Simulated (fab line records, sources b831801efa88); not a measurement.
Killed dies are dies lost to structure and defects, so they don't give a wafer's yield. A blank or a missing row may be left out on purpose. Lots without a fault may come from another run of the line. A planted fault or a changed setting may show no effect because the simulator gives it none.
fab line records | flow gf180mcu
record lots=5 wafers=15 last_day=33
route steps=602 shown M4@468 V4@476 MIM@503
lots that met no fault: from a run of the same line without faults
start_h: hours from the record's first day to the start of the lot's first wafer shown | wait_h: hours since the lot's step before | " the same as in the row above | L1.1+2: a row that stands for several wafers | - no value, or no start given | * or withheld: withheld | < > ~ a bound
route shown NAME@n: a module of which the file shows steps, and the number in the route of the first | usual: mean/standard deviation of fault-free wafers | same: alike in all rows | chamber/n: place in a boat | sites: the reading at each site | _std_site: their standard deviation | _edge_site: outer sites' mean less inner sites' | radius_mm: how far each site lies from the wafer's centre | mask NAME#n: copy n | behind: the tool/chamber that last shaped the wafer | hold: why the lot was held/for how many hours/how that ended | device: the transistor (n, p or np) that didn't switch | end of line: the same wafers' tests at the end of the route | a step without rows: its recipe alone | killed: dies lost to structure and defects at the first sort, not the wafer's yield | map: a wafer's dies, x killed, . not, _ none there
set.NAME: the setting as run; set.NAME@STEP: as run at that earlier step | model.NAME: the simulator's own value behind a step, which no gauge read
lots at some steps of the route; a table a step, a row a wafer
services: from which hour (start_h, from the record's first day; less than 0 if before it) a tool's chamber was out of use, for how many hours, and why
## steps
# step GF_M4_PEB_12
# recipe peb_temp_c=135 peb_time_s=90 resist=KrF
# step GF_M4_DEVELOP_13
# recipe develop_time_s=60 dev_temp_c=21
# step GF_M4_CD_MEAS_14
# recipe target_cd_nm=280
# usual cd_nm=279.3/1.4
# columns lot.wafer tool chamber start_h wait_h cd_nm
L175.2 cd_sem-02 - 536.62 0.1 279.9
L175.3 " - " " 279.7
L175.5 " - " " 280.7
L185.2 cd_sem-02 - 624.36 0.1 281.5
L185.4 " - " " 282.2
L185.5 " - " " 281.6
L187.3 cd_sem-01 - 636.13 0.1 280.5
L187.5 " - " " 279.9
L187.6 " - " " 280.6
L189.2 cd_sem-01 - 656.56 0.1 278.6
L189.3 " - " " 278.2
L189.5 " - " " 278.8
L195.1 cd_sem-01 - 692.94 0.1 277.2
L195.4 " - " " 277.8
L195.6 " - " " 277.1
# step GF_M4_OVL_MEAS_15
# usual M4_OVL=-1/5.5
# columns lot.wafer tool chamber start_h wait_h M4_OVL[nm]
L175.2 overlay-02 - 536.72 0.1 7
L175.3 " - " " 4
L175.5 " - " " 6
L185.2 overlay-01 - 624.47 0.1 -10
L185.4 " - " " -5
L185.5 " - " " 0
L187.3 overlay-01 - 636.23 0.1 -1
L187.5 " - " " -1
L187.6 " - " " -4
L189.2 overlay-02 - 656.67 0.1 4
L189.3 " - " " 3
L189.5 " - " " 3
L195.1 overlay-01 - 693.06 0.1 8
L195.4 " - " " 1
L195.6 " - " " 4
# step GF_M4_METAL_ETCH_16
# recipe chemistry=Cl2/BCl3 mask_material=KrF target_depth_nm=750.8 stop_on=SiO2 pressure_mtorr=8 icp_w=800 bias_w=140 Cl2_flow_sccm=80 bcl3_flow_sccm=40 time_s=125.1
# usual bcl3_flow_sccm=40.01/0.12 chamber_pressure_mTorr=7.999/0.0068 drypump_motor_current_A=6.0/0.43 oes_product_au=0.990/0.0058 rf_fwd_power_W=795.9/2.8 throttle_valve_pct=28.230/0.011
# columns lot.wafer tool chamber start_h wait_h bcl3_flow_sccm chamber_pressure_mTorr drypump_motor_current_A oes_product_au rf_fwd_power_W rf_hours_counter_h throttle_valve_pct
L175.2 rie_metal-03 0 536.75 0.0 40.09 7.995 5.8 0.986 798.5 6 28.235
L175.3 " 0 " " 39.85 8.001 5.8 0.990 794.9 - 28.229
L175.5 " 1 " " 40.11 7.994 5.7 0.997 794.3 - 28.228
L185.2 rie_metal-01 1 624.50 0.0 40.14 8.011 6.4 0.985 795.7 4 28.222
L185.4 " 0 " " 40.15 8.007 6.0 0.996 795.8 - 28.229
L185.5 " 1 " " 40.17 8.016 6.4 0.985 793.9 - 28.230
L187.3 rie_metal-01 1 636.29 0.1 40.11 7.999 6.4 0.987 795.4 - 28.230
L187.5 " 1 " " 39.95 8.007 6.4 0.985 796.6 - 28.220
L187.6 " 0 " " 39.91 7.989 6.0 0.991 796.7 - 28.238
L189.2 rie_metal-04 0 656.70 0.0 39.98 8.009 5.1 0.983 796.7 4 28.246
L189.3 " 1 " " 40.11 8.005 6.4 1.000 796.4 - 28.235
L189.5 " 1 " " 39.68 8.001 6.4 0.998 798.7 - 28.206
L195.1 rie_metal-04 1 693.10 0.0 40.03 7.990 6.4 0.995 796.8 14 28.219
L195.4 " 0 " " 40.14 8.002 5.1 0.982 792.3 - 28.260
L195.6 " 0 " " 40.20 7.989 5.1 0.978 789.8 - 28.235
# step GF_M4_STRIP_17
# recipe chemistry=O2/N2 power_w=1400 pressure_mtorr=1500 platen_temp_c=250 o2_flow_sccm=3000 n2_flow_sccm=300 overash_fraction=0.5
# usual chamber_pressure_mTorr=1500.0/1.3 drypump_motor_current_A=5.8/0.56 heater_power_w=328/13 oes_product_au=0.537/0.0046 strip_time_to_endpoint_s=7.37/0.051
# columns lot.wafer tool chamber start_h wait_h chamber_pressure_mTorr drypump_motor_current_A heater_power_w oes_product_au rf_hours_counter_h strip_time_to_endpoint_s
L175.2 plasma_asher-03 1 536.88 0.1 1500.6 6.6 321 0.536 75 7.42
L175.3 " 1 " " 1498.8 6.6 333 0.536 - 7.42
L175.5 " 1 " " 1503.1 6.6 342 0.530 - 7.37
L185.2 plasma_asher-03 1 624.63 0.1 1497.9 6.5 341 0.538 85 7.33
L185.4 " 0 " " 1499.9 5.5 333 0.536 - 7.38
L185.5 " 0 " " 1500.1 5.5 336 0.539 - 7.33
L187.3 plasma_asher-02 0 636.41 0.1 1501.8 6.6 319 0.538 - 7.38
L187.5 " 0 " " 1500.9 6.6 315 0.539 - 7.34
L187.6 " 1 " " 1500.6 5.5 309 0.536 - 7.39
L189.2 plasma_asher-01 1 656.83 0.1 1501.4 5.3 340 0.539 60 7.39
L189.3 " 1 " " 1500.6 5.3 336 0.536 - 7.24
L189.5 " 1 " " 1498.3 5.3 344 0.527 - 7.28
L195.1 plasma_asher-03 0 693.23 0.1 1499.5 5.5 341 0.530 93 7.32
L195.4 " 0 " " 1501.2 5.5 343 0.534 - 7.45
L195.6 " 1 " " 1501.5 6.6 326 0.542 - 7.51
# step GF_M4_STRIP_18
# recipe chemistry=post_etch_residue_remover time_s=1200 temp_c=72.5
# step GF_M4_CLEAN_19
# recipe chemistry=DIW dry=n2_spin
# step GF_V4_CVD_00
# recipe material=SiO2 target_thk_nm=600 sigma_open_frac=0.3 temp_c=400 time_s=100 sih4_flow_sccm=60 pressure_mtorr=6
# step GF_V4_THK_MEAS_01
# recipe reads=SiO2_of_V4_CVD_00
# usual V4_CVD_00_THK=604/6.1
# columns lot.wafer tool chamber start_h wait_h V4_CVD_00_THK[nm]
L175.2 film_metro-03 - 537.50 0.0 599
L175.3 " - " " 614
L175.5 " - " " 604
L185.2 film_metro-03 - 625.25 0.0 601
L185.4 " - " " 597
L185.5 " - " " 601
L187.3 film_metro-04 - 637.01 0.1 602
L187.5 " - " " 617
L187.6 " - " " 607
L189.2 film_metro-04 - 657.45 0.0 600
L189.3 " - " " 601
L189.5 " - " " 601
L195.1 film_metro-02 - 693.85 0.0 611
L195.4 " - " " 602
L195.6 " - " " 611
# step GF_V4_CVD_02
# recipe material=SiO2 target_thk_nm=850 precursor=TEOS temp_c=400 time_s=94.851 rf_w=600
# step GF_V4_THK_MEAS_03
# recipe reads=SiO2_of_V4_CVD_02
# usual V4_CVD_02_THK=852/12
# columns lot.wafer tool chamber start_h wait_h V4_CVD_02_THK[nm]
L175.2 film_metro-04 - 537.63 0.0 840
L175.3 " - " " 848
L175.5 " - " " 855
L185.2 film_metro-02 - 625.37 0.0 838
L185.4 " - " " 852
L185.5 " - " " 860
L187.3 film_metro-02 - 637.13 0.1 842
L187.5 " - " " 846
L187.6 " - " " 864
L189.2 film_metro-03 - 657.58 0.0 829
L189.3 " - " " 841
L189.5 " - " " 849
L195.1 film_metro-02 - 693.98 0.0 859
L195.4 " - " " 872
L195.6 " - " " 869
# step GF_V4_CMP_04
# recipe material=SiO2 down_force_psi=4 platen_rpm=60 pad_velocity_m_s=0.94248
# usual edge_zone_pressure_frac=0.999/0.005 motor_current_A=11.8/1.2 time_to_endpoint_s=82/5.9
# columns lot.wafer tool chamber start_h wait_h edge_zone_pressure_frac motor_current_A time_to_endpoint_s model.SiO2_of_V4_CVD_02.thk_nm
L175.2 cmp-01 0 537.87 0.2 0.992 12.4 77 632.8
L175.3 " 1 " " 1.006 13.5 80 634.3
L175.5 " 3 " " 1.006 10.4 82 632.8
L185.2 cmp-01 3 625.47 0.1 1.005 10.5 81 633.1
L185.4 " 0 " " 1.001 12.3 83 632.9
L185.5 " 3 " " 1.006 9.9 85 632.4
L187.3 cmp-02 2 637.22 0.1 0.997 12.6 78 633.4
L187.6 " 1 " " 0.999 9.8 81 633.2
L187.5 " 2 " " 0.991 13.3 81 633.9
L189.3 cmp-01 2 657.63 0.0 1.001 12.2 77 633.2
L189.2 " 0 " " 0.997 12.3 71 632.7
L189.5 " 3 " " 0.999 10.0 81 632.3
L195.1 cmp-02 2 694.04 0.1 1.000 12.7 82 632.7
L195.4 " 3 " " 0.996 11.2 70 695.7
L195.6 " 2 " " 1.001 13.1 89 632.3
# step GF_V4_BOW_MEAS_05
# recipe mode=bow
# usual V4_BOW=135/8.6
# columns lot.wafer tool chamber start_h wait_h V4_BOW[um]
L175.2 film_metro-03 - 538.09 0.2 134
L175.3 " - " " 141
L175.5 " - " " 121
L185.2 film_metro-03 - 625.74 0.2 138
L185.4 " - " " 136
L185.5 " - " " 140
L187.3 film_metro-03 - 637.51 0.2 119
L187.5 " - " " 141
L187.6 " - " " 132
L189.2 film_metro-02 - 657.95 0.2 139
L189.3 " - " " 123
L189.5 " - " " 126
L195.1 film_metro-02 - 694.34 0.2 115
L195.4 " - " " 132
L195.6 " - " " 135
# step GF_V4_DEHYDRATE_06
# recipe temp_c=200 time_s=60
# step GF_V4_HMDS_07
# recipe prime_time_s=60 prime_temp_c=120
# step GF_V4_COAT_08
# recipe resist=BARC temp_c=withheld time_s=withheld spin_rpm=withheld resist_thk_nm=withheld
# step GF_V4_COAT_09
# recipe resist=KrF spin_rpm=withheld resist_thk_nm=1000
# step GF_V4_SOFTBAKE_10
# recipe temp_c=130 time_s=60 resist=KrF
# step GF_V4_EXPOSE_11
# recipe mask_id=Via4 target_cd_nm=260 na=0.68 source_shape=conventional sigma_outer=0.6 dose_mj=38
# step GF_V4_PEB_12
# recipe peb_temp_c=135 peb_time_s=90 resist=KrF
# step GF_V4_DEVELOP_13
# recipe develop_time_s=60 resist=KrF dev_temp_c=21
# step GF_V4_CD_MEAS_14
# recipe target_cd_nm=260
# usual cd_nm=260.2/1.3
# columns lot.wafer tool chamber start_h wait_h cd_nm
L175.2 cd_sem-02 - 560.52 0.1 259.7
L175.3 " - " " 260.3
L175.5 " - " " 261.4
L185.2 cd_sem-02 - 645.87 0.1 259.6
L185.4 " - " " 260.2
L185.5 " - " " 261.4
L187.3 cd_sem-02 - 657.67 0.1 260.3
L187.5 " - " " 259.9
L187.6 " - " " 261.9
L189.2 cd_sem-02 - 677.57 0.1 259.1
L189.3 " - " " 260.0
L189.5 " - " " 259.1
L195.1 cd_sem-02 - 712.65 0.1 261.1
L195.4 " - " " 261.4
L195.6 " - " " 260.9
# step GF_V4_OVL_MEAS_15
# usual V4_OVL=-3/6.2
# columns lot.wafer tool chamber start_h wait_h V4_OVL[nm]
L175.2 overlay-01 - 560.63 0.1 -2
L175.3 " - " " -14
L175.5 " - " " -8
L185.2 overlay-01 - 645.98 0.1 -2
L185.4 " - " " -6
L185.5 " - " " 0
L187.3 overlay-01 - 657.76 0.1 0
L187.5 " - " " -3
L187.6 " - " " 4
L189.2 overlay-01 - 677.68 0.1 -8
L189.3 " - " " -8
L189.5 " - " " -7
L195.1 overlay-01 - 712.77 0.1 -4
L195.4 " - " " -15
L195.6 " - " " -15
# step GF_V4_ETCH_16
# recipe chemistry=N2/H2 target_depth_a=withheld overetch_a=withheld time_s=withheld target=BARC ion_energy_ev=200 source_w=500 bias_w=100 pressure_mtorr=30 n2_flow_sccm=100 h2_flow_sccm=200
# usual chamber_pressure_mTorr=30.00/0.032 drypump_motor_current_A=5.9/0.3 oes_product_au=0.854/0.0051 rf_fwd_power_W=495.3/2.3 throttle_valve_pct=13.225/0.0085
# columns lot.wafer tool chamber start_h wait_h chamber_pressure_mTorr drypump_motor_current_A oes_product_au rf_fwd_power_W throttle_valve_pct
L175.2 rie_diel-01 2 560.66 0.0 30.01 5.9 0.850 495.0 13.224
L175.3 " 3 " " 30.02 5.7 0.853 496.7 13.234
L175.5 " 0 " " 30.04 6.5 0.854 496.7 13.217
L185.2 rie_diel-01 3 646.01 0.0 30.00 5.7 0.846 493.7 13.234
L185.4 " 2 " " 30.03 5.9 0.849 493.3 13.216
L185.5 " 2 " " 30.03 6.0 0.855 491.9 13.209
L187.3 rie_diel-03 0 657.80 0.0 29.96 5.5 0.864 498.7 13.217
L187.5 " 3 " " 30.00 5.9 0.853 492.9 13.206
L187.6 " 0 " " 30.00 5.5 0.853 498.7 13.222
L189.2 rie_diel-03 1 677.71 0.0 30.01 5.7 0.849 492.0 13.228
L189.3 " 3 " " 29.95 5.8 0.851 494.4 13.224
L189.5 " 0 " " 29.97 5.5 0.858 496.0 13.238
L195.1 rie_diel-03 2 712.81 0.0 30.00 5.9 0.848 493.4 13.235
L195.4 " 1 " " 30.02 5.7 0.851 490.9 13.223
L195.6 " 3 " " 29.98 5.8 0.862 495.7 13.230
# step GF_V4_ETCH_17
# recipe chemistry=C4F8/O2/Ar mask_material=KrF target=SiO2 stop_on=TiN source_w=1500 bias_w=1200 pressure_mtorr=40 c4f8_flow_sccm=withheld O2_flow_sccm=6 Ar_flow_sccm=300 time_s=withheld target_depth_a=6300
# usual chamber_pressure_mTorr=40.00/0.037 oes_product_au=0.856/0.0051 rf_fwd_power_W=1493/5.5
# columns lot.wafer tool chamber start_h wait_h chamber_pressure_mTorr oes_product_au rf_fwd_power_W model.V4.feature_depth_nm model.etch.depth_nm
L175.2 rie_diel-01 2 - - 40.00 0.861 1481 632.8 632.8
L175.3 " 3 " " 40.03 0.859 1496 634.3 634.3
L175.5 " 0 " " 39.94 0.854 1490 632.8 632.8
L185.2 rie_diel-01 3 - - 40.05 0.861 1494 633.1 633.1
L185.4 " 2 " " 39.98 0.860 1500 632.9 632.9
L185.5 " 2 " " 39.93 0.849 1498 632.4 632.4
L187.3 rie_diel-03 0 - - 40.04 0.861 1488 633.4 633.4
L187.5 " 3 " " 39.96 0.858 1498 633.9 633.9
L187.6 " 0 " " 40.01 0.856 1489 633.2 633.2
L189.2 rie_diel-03 1 - - 40.01 0.857 1480 632.7 632.7
L189.3 " 3 " " 39.98 0.855 1491 633.2 633.2
L189.5 " 0 " " 39.96 0.851 1495 632.3 632.3
L195.1 rie_diel-03 2 - - 40.04 0.861 1498 632.7 632.7
L195.4 " 1 " " 40.02 0.905 1475 695.7 695.7
L195.6 " 3 " " 39.98 0.860 1493 632.3 632.3
# step GF_V4_STRIP_18
# recipe chemistry=O2/N2 power_w=1400 pressure_mtorr=1500 platen_temp_c=250 o2_flow_sccm=3000 n2_flow_sccm=300 overash_fraction=0.5
# usual chamber_pressure_mTorr=1500.0/1.4 drypump_motor_current_A=5.6/0.51 heater_power_w=330/11 oes_product_au=0.592/0.0046
# columns lot.wafer tool chamber start_h wait_h chamber_pressure_mTorr drypump_motor_current_A heater_power_w oes_product_au rf_hours_counter_h
L175.2 plasma_asher-01 1 560.79 - 1499.5 5.3 343 0.589 49
L175.3 " 0 " " 1500.7 5.3 316 0.591 -
L175.5 " 0 " " 1501.4 5.3 314 0.588 -
L185.2 plasma_asher-04 0 646.14 - 1498.9 5.7 324 0.603 103
L185.4 " 1 " " 1502.9 4.9 319 0.588 -
L185.5 " 1 " " 1499.4 4.9 324 0.588 -
L187.3 plasma_asher-04 1 658.01 - 1501.4 4.9 325 0.597 -
L187.5 " 1 " " 1497.3 4.9 327 0.586 -
L187.6 " 0 " " 1499.5 5.7 322 0.592 -
L189.2 plasma_asher-01 1 677.83 - 1498.1 5.4 351 0.592 62
L189.3 " 0 " " 1499.8 5.2 323 0.588 -
L189.5 " 0 " " 1498.6 5.3 311 0.586 -
L195.1 plasma_asher-04 1 712.93 - 1500.4 4.9 319 0.590 111
L195.4 " 0 " " 1499.7 5.7 329 0.592 -
L195.6 " 1 " " 1500.7 4.9 329 0.591 -
# step GF_V4_STRIP_19
# recipe chemistry=post_etch_residue_remover time_s=1200 temp_c=72.5
# step GF_V4_CLEAN_20
# recipe chemistry=DIW dry=n2_spin
# step GF_V4_SPUTTER_21
# recipe material=Ti target_thk_nm=15 chamber_pressure_pa=5 power_w=2500 substrate_temp_c=200 time_s=80.02
# step GF_V4_SPUTTER_22
# recipe material=TiN target_thk_nm=10 chamber_pressure_pa=5 power_w=4000 time_s=40
# usual throttle_valve_pct=30.0/1.2
# columns lot.wafer tool chamber start_h wait_h throttle_valve_pct
L175.2 pvd_sputter-04 - 561.72 0.0 29.9
L175.3 " - " " 28.7
L175.5 " - " " 28.9
L185.2 pvd_sputter-01 - 646.73 0.0 30.7
L185.4 " - " " 27.9
L185.5 " - " " 30.6
L187.3 pvd_sputter-02 - 658.58 0.0 30.3
L187.5 " - " " 31.9
L187.6 " - " " 31.4
L189.2 pvd_sputter-04 - 678.56 0.0 28.7
L189.3 " - " " 28.4
L189.5 " - " " 28.8
L195.1 pvd_sputter-04 - 713.53 0.0 30.0
L195.4 " - " " 30.0
L195.6 " - " " 28.7
# step GF_V4_CVD_23
# recipe material=W target_thk_nm=350 time_s=104.9 temp_c=400 pressure_torr=40
# step GF_V4_RS_MEAS_24
# recipe thk_meas_gauge=four-point-probe reads=W_of_V4_CVD_23+TiN_of_V4_SPUTTER_22+Ti_of_V4_SPUTTER_21
# usual V4_W_RS=0.3276/0.0029
# columns lot.wafer tool chamber start_h wait_h V4_W_RS[ohm/sq]
L175.2 film_metro-03 - 561.89 0.1 0.3217
L175.3 " - " " 0.3209
L175.5 " - " " 0.3259
L185.2 film_metro-02 - 646.90 0.1 0.3283
L185.4 " - " " 0.3269
L185.5 " - " " 0.3255
L187.3 film_metro-03 - 658.77 0.1 0.3303
L187.5 " - " " 0.3316
L187.6 " - " " 0.3332
L189.2 film_metro-02 - 678.73 0.1 0.3298
L189.3 " - " " 0.3276
L189.5 " - " " 0.3288
L195.1 film_metro-03 - 713.68 0.1 0.3282
L195.4 " - " " 0.3280
L195.6 " - " " 0.3287
# step GF_V4_THK_MEAS_25
# recipe thk_meas_gauge=xrf reads=W_of_V4_CVD_23
# usual V4_W_THK=348/4.2
# columns lot.wafer tool chamber start_h wait_h V4_W_THK[nm]
L175.2 film_metro-03 - 562.00 0.1 349
L175.3 " - " " 350
L175.5 " - " " 344
L185.2 film_metro-02 - 647.01 0.1 343
L185.4 " - " " 344
L185.5 " - " " 346
L187.3 film_metro-03 - 658.87 0.1 342
L187.5 " - " " 339
L187.6 " - " " 338
L189.2 film_metro-02 - 678.84 0.1 343
L189.3 " - " " 346
L189.5 " - " " 343
L195.1 film_metro-03 - 713.80 0.1 351
L195.4 " - " " 351
L195.6 " - " " 348
# step GF_V4_CMP_26
# recipe stop_on=SiO2 down_force_psi=3.5 platen_rpm=60 t_overpolish_s=15 target_thk_nm=0 pad_velocity_m_s=0.94248
# usual edge_zone_pressure_frac=1.000/0.0051 motor_current_A=10.9/1.1
# columns lot.wafer tool chamber start_h wait_h edge_zone_pressure_frac motor_current_A model.SiO2_of_V4_CVD_02.thk_nm
L175.3 cmp-01 0 562.05 0.0 0.998 11.4 630.5
L175.2 " 3 " " 1.008 9.3 629.1
L175.5 " 0 " " 1.005 11.7 629
L185.4 cmp-02 1 647.06 0.0 1.004 9.5 629.2
L185.2 " 2 " " 0.998 11.7 629.3
L185.5 " 2 " " 0.994 12.3 628.6
L187.3 cmp-02 3 659.01 0.1 1.005 10.9 629.6
L187.5 " 1 " " 1.005 9.6 630.1
L187.6 " 2 " " 1.001 12.2 629.4
L189.3 cmp-02 2 678.89 0.0 0.998 11.6 629.5
L189.2 " 3 " " 1.002 10.7 628.9
L189.5 " 3 " " 0.997 11.2 628.5
L195.1 cmp-02 3 713.91 0.1 1.002 10.7 628.9
L195.4 " 1 " " 0.997 9.3 691.9
L195.6 " 3 " " 0.997 10.8 628.5
# step GF_MIM_SPUTTER_00
# recipe material=Ti target_thk_nm=37.5 arriving_ion_energy_ev=80 substrate_temp_c=200 chamber_pressure_pa=2 power_w=4000 time_s=150
## services
# columns tool chamber start_h hours kind
cmp-02 - 530.30 14.0 pm
rie_diel-01 1 547.66 2.7 repair
rie_diel-01 1 552.32 36.0 repair
cmp-02 - 557.69 6.6 pm
cmp-02 - 564.62 0.3 repair
plasma_asher-04 - 566.84 10.2 repair
cmp-01 - 569.31 7.0 pm
cmp-02 - 572.22 4.0 pm
cmp-02 - 573.43 4.2 repair
cmp-02 - 584.12 2.1 repair
pvd_sputter-04 - 585.82 1.3 repair
plasma_asher-04 - 585.91 2.8 pm
cmp-01 - 586.65 4.4 pm
plasma_asher-04 - 588.67 0.5 repair
rie_diel-03 - 590.12 0.9 repair
plasma_asher-01 - 600.50 7.9 repair
plasma_asher-01 - 636.15 0.4 repair
rie_diel-03 2 638.81 1.4 repair
cmp-01 - 646.01 10.2 repair
rie_diel-03 1 655.48 12.8 repair
rie_diel-01 - 678.22 14.6 pm
cmp-02 - 683.03 8.9 repair
cmp-01 - 700.79 2.4 repair
rie_diel-03 - 710.97 1.0 repair
## key
first_sign step=GF_V4_ETCH_17 reading=oes_product_au direction=up sigmas=9.7 usual=0.856 struck=0.905
effect none on later readings
model_effect step=GF_V4_CMP_04 value=SiO2_of_V4_CVD_02.thk_nm without=632.4 struck=695.7
model_effect step=GF_V4_ETCH_17 value=V4.feature_depth_nm without=632.4 struck=695.7
model_effect step=GF_V4_CMP_26 value=SiO2_of_V4_CVD_02.thk_nm without=628.6 struck=691.9
met_at GF_V4_CMP_04
struck_wafers L195.4
onset_between 637.22 694.04
fault kind=process_parameter_drift tool=cmp-02 chamber=- onset_h=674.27 steps=GF_V4_CMP_04 channel=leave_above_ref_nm offset=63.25 shape=step end_h=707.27 scope=struck_wafers_only acts_in=these_recipes_only stated=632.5
